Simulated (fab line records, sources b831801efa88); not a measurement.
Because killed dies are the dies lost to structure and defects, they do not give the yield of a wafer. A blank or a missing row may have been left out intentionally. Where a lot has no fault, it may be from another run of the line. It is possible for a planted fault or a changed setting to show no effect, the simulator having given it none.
Problem report, 8D (eight disciplines) form, completed by code -- flow sky130 -- the parts of the form that need people (team, actions taken, sign-off) are left out

== 1. WHAT WENT WRONG ==
Across 12 wafers from 4 lots, SD_P_OVL at SKY_SD_P_OVL_MEAS_08 averages -58.2 nm, while fault-free wafers read -0.1 nm with a standard deviation of 1.5. Relative to the usual mean, that is a shift of -39 standard deviations.
Earliest sighting: wafer L784.2 on overlay-02 at day 27 07:12. The record has a number at this step for 39 wafers belonging to 13 lots. By rule, "out" or "out of limits" means more than 4 standard deviations away from the usual mean. The other wafers with a number count as sound.

== 2. WHAT IT IS, AND WHAT IT ISN'T ==
question,is,is not
which readings at this step,SD_P_OVL,-
which lots,"L784, L790, L791, L795","L781, L782, L783, L785, L786, L788, L793, L796, L798"
which wafers of those lots,all that have a number,-
read on which gauges,"overlay-01, overlay-02",-
when,from day 27 07:12,"up to then (15 sound wafers); but 12 sound wafers of L788, L793, L796, L798 came after"

== 3. THE SUSPECTS, EACH WITH WHAT RULES IT OUT ==
Counting: a tool at any process step up to the reading remains a suspect when it ran all the lots that are out and ran no sound lot after the first of those.
- ruled out: the gauge at SKY_SD_P_OVL_MEAS_08. 2 gauges (overlay-01, overlay-02) read the wafers that are out.
- ilineStepper-01 at SKY_SD_P_EXPOSE_04 (exposes mask PSDM, target cd 380 nm): kept. Every lot that is out went through it, starting with L784 (day 26 17:01), and after that it ran no sound lot; the last sound lot it ran before then is L786 (day 26 14:15).
Remaining after the count: ilineStepper-01 at SKY_SD_P_EXPOSE_04.

== 4. THE CAUSE (what the simulator had put in) ==
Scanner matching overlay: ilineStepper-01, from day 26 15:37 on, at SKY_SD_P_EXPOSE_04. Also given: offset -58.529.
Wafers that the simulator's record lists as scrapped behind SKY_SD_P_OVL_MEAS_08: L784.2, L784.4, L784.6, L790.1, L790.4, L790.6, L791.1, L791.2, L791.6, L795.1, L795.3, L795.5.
Only this tool survived the counting.

== 5. SEQUENCE OF EFFECTS, ordered by route ==
One row per reading whose mean, taken over the struck wafers that have a number, lies over 3 standard deviations from the usual. Scope: only readings with a usual standard deviation given in the record; hours: median across lots of the time from each lot's start at the first step in this table that gives one to its start at this step; sigmas: change in usual standard deviations.
hours,step,reading,usual,on struck wafers,change,sigmas
0,SKY_SD_P_OVL_MEAS_08,SD_P_OVL,-0.1 nm,-58.2,-58.1,-39

== 6. WHAT WOULD HAVE CAUGHT IT SOONER ==
Counted from the fault's start at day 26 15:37, it took 16 hours until the first out-of-limits reading at a measuring or inspecting step in this record, taken at day 27 07:12.
Lots out: 4; of these, L790, L791, L795 started SKY_SD_P_EXPOSE_04 on ilineStepper-01 after day 27 07:12. A hold on the tool at that time would have spared those 3.
